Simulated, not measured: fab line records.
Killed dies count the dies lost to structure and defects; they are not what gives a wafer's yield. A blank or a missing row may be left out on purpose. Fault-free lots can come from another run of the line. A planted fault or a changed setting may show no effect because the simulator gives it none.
Chamber matching | flow gf180mcu | cmp-01 running GF_V2_CMP_26: 4 sister chambers
The step polishes, stops on SiO2, t overpolish 15 s, target thk 0 nm. 14 wafers are shown with their chamber, then 7 later ones without.

== EACH WAFER AND ITS CHAMBER ==
wafer  | chamber | motor_current_A (A) | overpolish_run_s (s) | time_to_endpoint_s (s)
L271.1 | 0       | 12.7                | 15.015               | 83
L271.2 | 1       | 12.3                | 14.984               | 85
L271.3 | 2       | 9.5                 | 14.996               | 86
L272.2 | 2       | 9.3                 | 14.988               | 94
L272.5 | 1       | 12.0                | 15.003               | 88
L272.6 | 2       | 8.9                 | 14.996               | 89
L276.2 | 3       | 9.4                 | 14.994               | 83
L276.3 | 1       | 12.0                | 14.981               | 83
L276.6 | 0       | 12.2                | 15.010               | 85
L278.1 | 1       | 12.5                | 14.993               | 84
L278.4 | 2       | 9.1                 | 14.984               | 87
L278.6 | 3       | 9.5                 | 15.006               | 86
L279.4 | 3       | 9.2                 | 15.001               | 90
L279.5 | 1       | 12.3                | 14.993               | 89

SIGNATURES (averages over the wafers above)
reading            | chamber 0 | chamber 1 | chamber 2 | chamber 3 | scatter within a chamber
motor_current_A    | 12.450    | 12.220    | 9.200     | 9.367     | 0.237
overpolish_run_s   | 15.01250  | 14.99080  | 14.99100  | 15.00033  | 0.00703
time_to_endpoint_s | 84.00     | 85.80     | 89.00     | 86.33     | 3.02
Rule: a wafer lies at a distance from a chamber equal to the root of the sum of squares, over the readings, of (its reading less the chamber's mean, divided by the reading's scatter). The wafer belongs to the nearest chamber; if the next one is less than 2 further off, it can't be placed. How the scatter is found: for the shown wafers, subtract from each reading the mean of its chamber, square and add these, divide the total by (wafers less chambers), then take the root.

== WAFERS MISSING THEIR CHAMBER ==
wafer  | motor_current_A (A) | overpolish_run_s (s) | time_to_endpoint_s (s)
L279.6 | 8.9                 | 15.002               | 91
L292.1 | 12.4                | 15.013               | 90
L292.3 | 12.4                | 15.015               | 82
L292.6 | 12.9                | 15.003               | 89
L293.1 | 8.9                 | 14.991               | 93
L293.2 | 12.5                | 14.985               | 92
L293.3 | 9.3                 | 14.996               | 86

== THE CHAMBER EACH PASSED THROUGH ==
wafer  | from the rows above     | in truth
L279.6 | can't be placed: 2 or 3 | 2
L292.1 | can't be placed: 0 or 1 | 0
L292.3 | 0                       | 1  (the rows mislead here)
L292.6 | can't be placed: 0 or 1 | 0
L293.1 | can't be placed: 2 or 3 | 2
L293.2 | 1                       | 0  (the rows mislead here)
L293.3 | can't be placed: 3 or 2 | 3
0 of 7 placed correctly. From these rows, 5 cannot be placed; in 5 the true chamber is one of the candidates. Wrongly placed: 2.
